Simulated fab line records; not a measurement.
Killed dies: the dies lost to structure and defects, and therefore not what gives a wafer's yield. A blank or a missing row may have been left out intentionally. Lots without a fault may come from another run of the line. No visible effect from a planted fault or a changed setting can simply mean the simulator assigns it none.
The tool behind it: which one? | flow gf180mcu | 18 wafers from 6 lots sampled at 3 of the route's 602 steps

WHAT THE GAUGES SHOWED, per wafer
GF_CONTACT_CD_MEAS_14: target cd 220 nm.
lot  | measured     | on       | cdNm (nm)
L452 | day 17 16:44 | cdSem-02 | 219.6 219.8 220.8
L455 | day 19 03:58 | cdSem-02 | 221.1 221.4 220.6
L457 | day 19 18:58 | cdSem-02 | 219.5 219.1 220.6
L460 | day 20 14:08 | cdSem-01 | 218.6 219.1 219.0
L463 | day 21 18:52 | cdSem-02 | 204.1 215.6 211.6 204.1 215.9 211.5
L471 | day 24 09:38 | cdSem-01 | 221.3 221.4 220.0

EACH LOT AND THE TOOL THAT RAN IT (in order: tool; ch and the chambers of the sampled wafers; start)
lot  | GF_POLY_GATE_STRIP_14               | GF_CONTACT_EXPOSE_11
L452 | plasmaAsher-01 ch 0, day 10 07:31   | krfScanner-01 ch 0, day 17 05:19
L455 | plasmaAsher-03 ch 0, day 11 14:06   | krfScanner-01 ch 0, day 18 15:37
L457 | plasmaAsher-01 ch 0,1, day 12 02:00 | krfScanner-02 ch 0, day 19 07:08
L460 | plasmaAsher-01 ch 0,1, day 12 17:27 | krfScanner-01 ch 0, day 20 01:55
L463 | plasmaAsher-02 ch 0,1, day 13 17:58 | krfScanner-01 ch 0, day 21 06:55
L471 | plasmaAsher-01 ch 0,1, day 16 06:12 | krfScanner-02 ch 0, day 23 22:42
- GF_POLY_GATE_STRIP_14: strips in O2/N2.
- GF_CONTACT_EXPOSE_11: exposes mask Contact, target cd 220 nm.

THE ANSWER, worked out from the rows above alone
Rule: the lots themselves supply what counts as usual. The widest of any qualifying gaps counts: lots, ordered by their means at a reading, are off when they make up no more than a third of the lots, leave a main group of 4 or more, and stand apart from it by 3 or more times the standard deviation of that group's means. Not used: any main group whose means are identical at the precision the tables above print for the reading. Also off: a lot with no number at a reading for which 4 or more lots have one. Where the step has rows for the other lots, those lots are counted as sound.
Off, at GF_CONTACT_CD_MEAS_14 on cdNm: L463. For the main group the mean is 220.1 nm and the standard deviation 0.79.
If a tool, at a process step before that reading, ran all the lots that are off and no sound lot after the first of them, it fits. Gauges at GF_CONTACT_CD_MEAS_14: tried the same way as those tools. Can't be told from this: 3 tools fit, plasmaAsher-02 at GF_POLY_GATE_STRIP_14, krfScanner-01 at GF_CONTACT_EXPOSE_11, cdSem-02 at GF_CONTACT_CD_MEAS_14.

WHAT HAD BEEN PUT IN BY THE SIMULATOR
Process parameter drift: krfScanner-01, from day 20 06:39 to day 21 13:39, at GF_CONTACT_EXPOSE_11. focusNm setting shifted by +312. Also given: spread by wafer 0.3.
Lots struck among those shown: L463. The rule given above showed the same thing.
